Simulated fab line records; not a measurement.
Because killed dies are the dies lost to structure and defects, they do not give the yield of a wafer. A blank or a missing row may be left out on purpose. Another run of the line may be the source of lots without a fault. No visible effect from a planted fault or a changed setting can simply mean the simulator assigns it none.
A struck lot beside a sound one    flow sky130    14 steps out of a route of 708
Sound: these wafers, L169.2, L169.3, L169.4. The struck wafers were L159.2, L159.4, L159.5. At the end, the cause is stated.
Each step with rows lists, per side, the tool, then ch with its chambers, then its first start. Under that, the readings that differ: sound wafers    struck wafers    difference of the means    sigmas: that difference in standard deviations of wafers without a fault.
alike: readings whose means differ by less than 2 such deviations, and words and numbers that are the same on both sides. not compared: withheld readings, readings that some wafer has no value for, bounds like >300 that may hide the same value, and numbers for which the record gives no deviation and whose values overlap.
The two part at a step that has a row with sigmas, a row that says differs or no value, or rows on one side only. Numbers that have no deviation but don't overlap get no sigmas and don't part them. Lack of a reading on every wafer of one side parts them only where that side has two or more wafers.

first, 4 steps without rows for these wafers: SKY_RES_XHIGH_EXPOSE_04 (exposes mask URPM, target cd 1270 nm); SKY_RES_XHIGH_PEB_05; SKY_RES_XHIGH_DEVELOP_06 (develop time 60 s); SKY_RES_XHIGH_IMPLANT_07.
SKY_RES_XHIGH_STRIP_08: strips in O2/N2.
  sound on plasmaAsher-01 ch 0,1, day 31 10:46; struck on plasmaAsher-03 ch 0,1, day 28 07:16
  alike: drypumpMotorCurrentA, oesProductAu, stripTimeToEndpointS
  not compared: rfHoursCounterH
SKY_RES_XHIGH_TW_MEAS_09:
  sound on filmMetro-02 at day 31 10:53; struck on filmMetro-01 at day 28 07:23
reading       sound           struck          difference  sigmas
RES_XHIGH_TW  1642 1635 1641  1619 1613 1622  -21         -2
then, 6 steps without rows for these wafers: SKY_SD_N_DEHYDRATE_00 (time 60 s); SKY_SD_N_HMDS_01 (prime time 60 s); SKY_SD_N_COAT_02 (resist thk 1140 nm); SKY_SD_N_SOFTBAKE_03 (time 60 s); SKY_SD_N_EXPOSE_04 (exposes mask NSDM, target cd 380 nm); SKY_SD_N_PEB_05.
SKY_SD_N_DEVELOP_06: develop time 60 s.
  sound on lithoTrack-04 ch 0, day 32 13:17; struck on lithoTrack-04 ch 0, day 29 11:50
reading             sound              struck             difference  sigmas
developerTempC (C)  23.12 23.31 23.15  23.92 23.94 23.95  +0.74       +6
SKY_SD_N_CD_MEAS_07 targets a cd of 380 nm.
  sound on cdSem-02 at day 32 13:26; struck on cdSem-01 at day 29 11:59
  alike: cdNm

WHERE THEY PART
Earliest at SKY_RES_XHIGH_TW_MEAS_09; latest, in this record, at SKY_SD_N_DEVELOP_06. Later steps at which nothing parts them and some readings are alike: SKY_SD_N_CD_MEAS_07.

WHY: what the simulator had put in
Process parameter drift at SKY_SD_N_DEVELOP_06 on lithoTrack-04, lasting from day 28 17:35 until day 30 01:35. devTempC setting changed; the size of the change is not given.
